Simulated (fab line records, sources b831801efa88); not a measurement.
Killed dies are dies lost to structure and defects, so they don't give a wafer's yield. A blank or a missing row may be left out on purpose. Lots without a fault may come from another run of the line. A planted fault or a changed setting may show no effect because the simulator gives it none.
Which tool did it? | flow sky130 | 12 lots, 36 wafers sampled, at 1 step of a route of 708

WHAT THE GAUGES READ, wafer by wafer
SKY_POLY_CUT_CD_MEAS_08: target cd 270 nm.
lot  | measured     | on        | cd_nm (nm)
L075 | day 24 15:46 | cd_sem-01 | 270.0 269.0 267.9
L077 | day 25 08:44 | cd_sem-01 | 270.4 271.6 269.7
L079 | day 26 00:38 | cd_sem-01 | 267.7 268.9 267.6
L081 | day 27 00:43 | cd_sem-01 | 267.4 267.0 267.7
L083 | day 27 21:47 | cd_sem-01 | 271.6 271.6 270.8
L085 | day 28 09:38 | cd_sem-01 | 271.0 269.7 269.5
L087 | day 28 16:24 | cd_sem-01 | 268.7 269.5 270.1
L089 | day 29 22:41 | cd_sem-01 | 271.9 272.6 273.4
L091 | day 30 07:36 | cd_sem-01 | 269.9 267.6 270.5
L093 | day 30 20:05 | cd_sem-01 | 270.4 268.7 269.8
L095 | day 31 10:53 | cd_sem-01 | 269.9 270.8 269.1
L097 | day 31 20:08 | cd_sem-01 | 271.3 270.7 271.0

WHICH TOOL RAN EACH LOT (tool, then ch and the chambers of the sampled wafers, then the start)
The record holds no process step before these readings.

THE ANSWER, worked out from the rows above alone
Rule: what is usual is taken from the lots themselves. Put in order of their means at a reading, lots are off if they are a third of the lots or fewer, leave a main group of 4 or more, and stand apart from it by a gap of 3 or more times the standard deviation of the main group's means; of several such gaps the widest counts. A main group whose means are all the same, to the digits that the tables above print for the reading, isn't used. A lot without any number at a reading at which 4 lots or more have one is off too. The other lots that the step has rows for count as sound.
No lot is off at any reading shown: from this, nothing can be told.

WHAT THE SIMULATOR HAD PUT IN
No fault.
